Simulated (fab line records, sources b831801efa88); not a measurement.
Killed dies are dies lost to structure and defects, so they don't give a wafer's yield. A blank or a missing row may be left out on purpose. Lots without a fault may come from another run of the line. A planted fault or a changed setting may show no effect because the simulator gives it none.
A struck lot beside a sound one | flow gf180mcu | 23 steps out of a route of 602
Sound: wafers L726.1, L726.2, L726.6. Struck: wafers L736.2, L736.5, L736.6. The cause comes at the end.
At each step with rows: each side's tool, then ch and its chambers, then its first start. Under that, the readings that differ: sound wafers | struck wafers | difference of the means | sigmas: that difference in standard deviations of wafers without a fault.
alike: readings whose means differ by less than 2 such deviations, and words and numbers that are the same on both sides. not compared: withheld readings, readings that some wafer has no value for, bounds like >300 that may hide the same value, and numbers for which the record gives no deviation and whose values overlap.
The two part at a step that has a row with sigmas, a row that says differs or no value, or rows on one side only. Numbers that don't overlap but have no deviation are shown without sigmas and don't part them. A reading that every wafer of one side lacks parts them only if that side has two wafers or more.

first, 1 step without rows for these wafers: GF_POLY_GATE_DEVELOP_09 (develop time 60 s).
GF_POLY_GATE_CD_MEAS_10: target cd 280 nm.
  sound on cd_sem-01, day 11 18:25; struck on cd_sem-01, day 14 19:55
  reading    | sound             | struck            | difference | sigmas
  cd_nm (nm) | 280.2 280.8 281.0 | 278.5 276.5 278.4 | -2.9       | -3
GF_POLY_GATE_OVL_MEAS_11:
  sound on overlay-01, day 11 18:32; struck on overlay-01, day 14 20:02
  reading            | sound   | struck   | difference | sigmas
  POLY_GATE_OVL (nm) | 3 -1 -1 | 13 18 17 | +16        | +2
GF_POLY_GATE_ETCH_12: etches BARC in N2/H2.
  sound on rie_diel-04 ch 1,3, day 11 18:34; struck on rie_diel-04 ch 0,3, day 14 20:04
  alike: drypump_motor_current_A, oes_product_au, throttle_valve_pct
GF_POLY_GATE_ETCH_13: etches poly-Si in HBr/Cl2, stops on SiO2, target depth 198.5 nm, time 69.6 s.
  sound on rie_si-02 ch 1,3, day 11 18:37; struck on rie_si-02 ch 0,2, day 14 20:07
  reading                | sound                | struck               | difference | sigmas
  throttle_valve_pct (%) | 33.684 33.701 33.721 | 33.682 33.683 33.680 | -0.020     | -2
  alike: drypump_motor_current_A, oes_product_au
  not compared: rf_hours_counter_h
GF_POLY_GATE_STRIP_14: strips in O2/N2.
  sound on plasma_asher-03 ch 0,1, day 11 18:41; struck on plasma_asher-02 ch 0,1, day 14 20:10
  alike: drypump_motor_current_A, heater_power_w, oes_product_au
  not compared: rf_hours_counter_h
then, 2 steps without rows for these wafers: GF_POLY_GATE_CLEAN_15 (cleans in SC1/SC2, time 150 s); GF_POLY_GATE_OXIDATION_16 (stabilise 600 s, purge 300 s, target thk 4 nm).
GF_POLY_GATE_THK_MEAS_17:
  sound on film_metro-03, day 11 20:16; struck on film_metro-04, day 14 21:35
  reading                      | sound          | struck         | difference | sigmas
  POLY_GATE_OXIDATION_THK (nm) | 3.94 3.90 3.89 | 4.04 4.13 4.08 | +0.17      | +2
GF_POLY_GATE_CD_MEAS_18:
  sound on cd_sem-02, day 11 20:19; struck on cd_sem-02, day 14 21:41
  alike: cd_nm
then, 2 steps without rows for these wafers: GF_HV_LDD_DEHYDRATE_00 (time 60 s); GF_HV_LDD_HMDS_01 (prime time 60 s).
GF_HV_LDD_COAT_02: resist thk 1000 nm.
  sound on litho_track-04 ch 0, day 12 05:51; struck on litho_track-03 ch 0, day 15 07:49
  reading                                     | sound                | struck               | difference | sigmas
  spin_speed_rpm (rpm)                        | 2999.6 2996.9 3000.3 | 3149.4 3149.4 3149.5 | +150.5     | +75
  model.NOVOLAK_of_HV_LDD_COAT_02.thk_nm (nm) | 999.3 1002 1006      | 979.2 983 976.4      | -22.9      |
  alike: resist_line_temp_C
then, 3 steps without rows for these wafers: GF_HV_LDD_SOFTBAKE_03 (time 60 s); GF_HV_LDD_EXPOSE_04 (exposes mask Nplus LV AREA, target cd 400 nm); GF_HV_LDD_PEB_05.
GF_HV_LDD_DEVELOP_06: develop time 60 s.
  sound on litho_track-04 ch 0, day 12 15:39; struck on litho_track-03 ch 0, day 15 18:37
  reading                                     | sound           | struck          | difference | sigmas
  model.NOVOLAK_of_HV_LDD_COAT_02.thk_nm (nm) | 998.9 1001 1006 | 978.8 982.6 976 | -22.8      |
  alike: resist_line_temp_C
GF_HV_LDD_CD_MEAS_07: target cd 400 nm.
  sound on cd_sem-01, day 12 15:48; struck on cd_sem-01, day 15 18:46
  alike: cd_nm
GF_HV_LDD_OVL_MEAS_08:
  sound on overlay-01, day 12 15:55; struck on overlay-02, day 15 18:52
  alike: HV_LDD_OVL
then, 1 step without rows for these wafers: GF_HV_LDD_IMPLANT_09.
GF_HV_LDD_STRIP_10: strips in O2/N2.
  sound on plasma_asher-02 ch 0,1, day 12 16:07; struck on plasma_asher-04 ch 0,1, day 15 19:02
  reading                      | sound             | struck            | difference | sigmas
  drypump_motor_current_A (A)  | 5.6 6.5 6.4       | 4.9 4.9 6.0       | -0.9       | -2
  strip_time_to_endpoint_s (s) | 12.61 12.65 12.70 | 12.38 12.44 12.34 | -0.27      | -7
  alike: heater_power_w, oes_product_au
  not compared: rf_hours_counter_h
GF_HV_LDD_TW_MEAS_11:
  sound on film_metro-03, day 12 16:13; struck on film_metro-03, day 15 19:09
  alike: HV_LDD_TW
-- the record jumps here: 18 days lie between the struck wafers' starts before and after (it left off in module HV_LDD and takes up again in module PASSIVATION, whose first step shown is number 602 of the route) --
GF_PASSIVATION_PROBE_99:
  the record has rows for the struck wafers here (prober-02, day 34 01:29) and none for the sound ones

WHERE THEY PART
First at GF_POLY_GATE_CD_MEAS_10; last, within this record, at GF_PASSIVATION_PROBE_99.

WHY: what the simulator had put in
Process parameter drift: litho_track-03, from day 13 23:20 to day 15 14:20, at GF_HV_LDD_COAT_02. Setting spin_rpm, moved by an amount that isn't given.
